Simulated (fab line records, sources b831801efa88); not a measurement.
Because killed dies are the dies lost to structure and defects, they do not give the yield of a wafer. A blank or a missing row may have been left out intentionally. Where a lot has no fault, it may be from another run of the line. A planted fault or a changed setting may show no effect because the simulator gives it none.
Chamber matching	flow sfq-line	SFQ_TRILAYER_I7_CMP_CMP_184 on cmp-02: 4 sister chambers
The step polishes SiO2. 4 wafers are shown with their chamber, then 8 later ones without.

WAFERS PAIRED WITH THEIR CHAMBERS
wafer	chamber	motor-current-A (A)
L668.3	2	9.7
L670.3	1	9.6
L670.2	3	12.2
L674.4	0	9.5

WAFERS WHOSE CHAMBER IS MISSING
wafer	motor-current-A (A)
L674.1	9.5
L674.5	9.8
L675.3	9.9
L675.1	12.6
L675.6	9.9
L677.1	12.0
L677.2	10.2
L677.3	9.6

THE CHAMBER EACH PASSED THROUGH
wafer	from the rows above	in truth
L674.1	can't be placed: 0 or 1 or 2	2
L674.5	can't be placed: 2 or 1 or 0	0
L675.3	can't be placed: 2 or 1 or 0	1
L675.1	3	3
L675.6	can't be placed: 2 or 1 or 0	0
L677.1	3	3
L677.2	can't be placed: 2 or 1 or 0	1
L677.3	can't be placed: 1 or 0 or 2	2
Placed correctly: 2 of 8. From these rows, 6 cannot be placed; in 6 the true chamber is one of the candidates. Placed wrongly: 0.
How it was worked out, from the rows above alone: a wafer's distance from a chamber is the root of the sum, over the readings, of the square of ((its reading less the chamber's mean) divided by the reading's scatter). If the next closest chamber is less than 2 further off than the closest, the wafer can't be placed; otherwise it belongs to the closest. Each chamber's mean is taken over the wafers shown for it. The scatter: root of mean squared gap, hidden wafer to nearest shown wafer, with one shown wafer a chamber.
